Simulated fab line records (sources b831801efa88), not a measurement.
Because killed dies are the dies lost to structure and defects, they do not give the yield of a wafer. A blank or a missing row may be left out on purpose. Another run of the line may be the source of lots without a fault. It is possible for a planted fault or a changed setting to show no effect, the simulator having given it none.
Which tool is to blame? ; flow sky130 ; 17 wafers from 6 lots sampled at 2 of the route's 708 steps

## WHAT THE GAUGES SHOWED, per wafer
SKY_LDD_P_TW_MEAS_11.
lot;measured;on;LDD_P_TW
L842;day 19 08:35;filmMetro-02;629.9 631.0 630.3
L846;day 21 00:56;filmMetro-02;628.3 626.4 628.4
L849;day 21 22:41;filmMetro-03;630.6 631.9
L856;day 24 20:01;filmMetro-02;631.2 629.4 629.4
L859;day 26 01:02;filmMetro-02;631.7 630.1 631.0
L862;day 26 19:14;filmMetro-03;633.8 634.1 633.4

## TOOL THAT RAN EACH LOT (tool first, then ch and the chambers of the sampled wafers, then the start)
lot;SKY_GATE_OXIDE_STRIP_13
L842;plasmaAsher-01 ch 1, day 14 04:10
L846;plasmaAsher-03 ch 0,1, day 15 15:51
L849;plasmaAsher-01 ch 0,1, day 16 12:12
L856;plasmaAsher-02 ch 0,1, day 19 10:46
L859;plasmaAsher-03 ch 0,1, day 20 18:07
L862;plasmaAsher-03 ch 0,1, day 21 11:45
- SKY_GATE_OXIDE_STRIP_13: strips in O2/N2.

## THE ANSWER, worked out from the rows above alone
Rule: the lots themselves supply what counts as usual. The widest of any qualifying gaps counts: lots, ordered by their means at a reading, are off when they make up no more than a third of the lots, leave a main group of 4 or more, and stand apart from it by 3 or more times the standard deviation of that group's means. Not used: any main group whose means are identical at the precision the tables above print for the reading. Also off: a lot with no number at a reading for which 4 or more lots have one. Where the step has rows for the other lots, those lots are counted as sound.
Across all readings shown, no lot is off: no conclusion can be drawn from this.

## WHAT THE SIMULATOR HAD PUT IN
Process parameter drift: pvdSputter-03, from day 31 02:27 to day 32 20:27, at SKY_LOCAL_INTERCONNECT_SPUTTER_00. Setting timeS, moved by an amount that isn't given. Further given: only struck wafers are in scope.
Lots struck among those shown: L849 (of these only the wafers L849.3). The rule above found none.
